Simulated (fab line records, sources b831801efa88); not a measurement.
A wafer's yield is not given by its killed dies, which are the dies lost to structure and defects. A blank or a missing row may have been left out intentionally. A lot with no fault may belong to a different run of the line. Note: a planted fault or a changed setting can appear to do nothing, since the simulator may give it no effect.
Matching of chambers ; flow sky130 ; 4 sister chambers for SKY_VIA2_CMP_24 on cmp-01
The step polishes, stops on SiO2, t overpolish 20 s, target thk 0 nm. 8 wafers are shown with their chamber, then 7 later ones without.

## WAFERS PAIRED WITH THEIR CHAMBERS
wafer;chamber;motor current A (A);slurry filter dp kPa (kPa)
L075.5;1;13.3;13.26
L078.2;2;11.0;13.39
L078.3;3;11.0;13.71
L079.2;0;10.3;13.51
L079.3;1;12.6;13.79
L079.5;3;11.1;13.69
L088.3;2;10.6;13.52
L088.5;0;10.3;13.25

## WAFERS WITH NO CHAMBER GIVEN
wafer;motor current A (A);slurry filter dp kPa (kPa)
L088.6;11.1;13.63
L094.2;12.7;13.40
L094.3;10.5;13.46
L094.4;10.9;13.34
L097.2;10.5;13.44
L097.5;10.6;13.52
L097.6;11.0;13.33

## WHICH CHAMBER EACH WENT THROUGH
wafer;from the rows above;in truth
L088.6;can't be placed: 3 or 2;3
L094.2;1;1
L094.3;can't be placed: 0 or 2 or 3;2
L094.4;can't be placed: 2 or 3 or 0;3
L097.2;can't be placed: 0 or 2 or 3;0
L097.5;can't be placed: 2 or 0 or 3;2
L097.6;can't be placed: 2 or 3 or 0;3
1 of 7 placed correctly. These rows do not allow placing 6 (true chamber among the candidates in 6). Number placed wrongly: 0.
How it was worked out, from the rows above alone: a wafer's distance from a chamber is the root of the sum, over the readings, of the square of ((its reading less the chamber's mean) divided by the reading's scatter). The wafer belongs to the nearest chamber; if the next one is less than 2 further off, it can't be placed. Each chamber's mean is taken over the wafers shown for it. The scatter is the square root of a quotient: the sum, over the shown wafers, of each reading's squared deviation from its chamber's mean, divided by wafers minus chambers.
